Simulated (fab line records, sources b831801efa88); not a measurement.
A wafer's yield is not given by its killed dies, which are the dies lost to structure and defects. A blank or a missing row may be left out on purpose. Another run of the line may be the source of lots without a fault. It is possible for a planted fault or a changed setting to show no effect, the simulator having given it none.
Code-filled problem report in 8D (eight disciplines) form | flow sky130 | the parts of the form that need people (team, actions taken, sign-off) are left out

== 1. WHAT WENT WRONG ==
Mean of strip time to endpoint s at SKY_RES_XHIGH_STRIP_08: 14.93 s across 2 wafers in 2 lots; on wafers with no fault it is 14.28 s (standard deviation 0.035). That puts it +19 standard deviations away from the usual mean.
The step: strips in O2/N2.
Earliest sighting: wafer L887.6 on plasma asher-01 at day 27 21:04. At this step, 36 wafers from 12 lots have a number in the record. Rule for "out" (also "out of limits"): further than 4 standard deviations from the usual mean. Any other wafer with a number is counted as sound.

== 2. WHAT IT IS AND WHAT IT IS NOT ==
question                    | is                       | is not
which readings at this step | strip time to endpoint s | chamber pressure mTorr, drypump motor current A
which lots                  | L887, L889               | L885, L886, L899, L901, L903, L904, L905, L906, L907, L908
which wafers of those lots  | L887.6, L889.4           | L887.3, L887.5, L889.2, L889.3
read on which tools         | plasma asher-01          | plasma asher-02, plasma asher-03
when                        | from day 27 21:04        | up to then (8 sound wafers); but 26 sound wafers of L889, L899, L901, L903, L904, L905, L906, L907, L908 came after

== 3. THE SUSPECTS, EACH WITH WHAT RULES IT OUT ==
Counting: a tool at a process step up to the reading stays a suspect if it ran every lot that is out. Sound lots after the first of them don't rule it out here, since some wafers of a struck lot are sound.
- plasma asher-01 at SKY_RES_XHIGH_STRIP_08 (strips in O2/N2): kept. It ran every lot that is out, first L887 (day 27 21:04); its last sound lot up to then is L886 (day 26 17:06). On those wafers its own readings are out: strip time to endpoint s.
- The sound lot-mates ran in chamber 1 of plasma asher-01 at SKY_RES_XHIGH_STRIP_08, but the wafers that are out ran in chamber 0.
The count leaves plasma asher-01 at SKY_RES_XHIGH_STRIP_08.

== 4. THE CAUSE (what the simulator had put in) ==
plasma asher-01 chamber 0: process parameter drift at SKY_RES_XHIGH_STRIP_08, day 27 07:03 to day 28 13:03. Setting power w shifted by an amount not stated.
After counting, this tool was the only one left.

== 5. SEQUENCE OF EFFECTS, ordered by route ==
Each row: a reading where the mean over the struck wafers with a number is more than 3 standard deviations away from the usual. Only readings whose record carries a usual standard deviation are examined. hours: median over the lots of the time between each lot's start at the first step of this table that gives one and its start at this step. sigmas: the change, counted in usual standard deviations.
hours | step                   | reading                  | usual      | on struck wafers | change | sigmas
0     | SKY_RES_XHIGH_STRIP_08 | oes product au           | 0.710 a.u. | 0.690            | -0.020 | -4.5
0     | SKY_RES_XHIGH_STRIP_08 | strip time to endpoint s | 14.28 s    | 14.93            | +0.65  | +19
The process steps in it:
- SKY_RES_XHIGH_STRIP_08: strips in O2/N2.

== 6. WHAT WOULD HAVE CAUGHT IT SOONER ==
In this record the first reading out of limits was taken at day 27 21:04, 14 hours after the fault began at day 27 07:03.
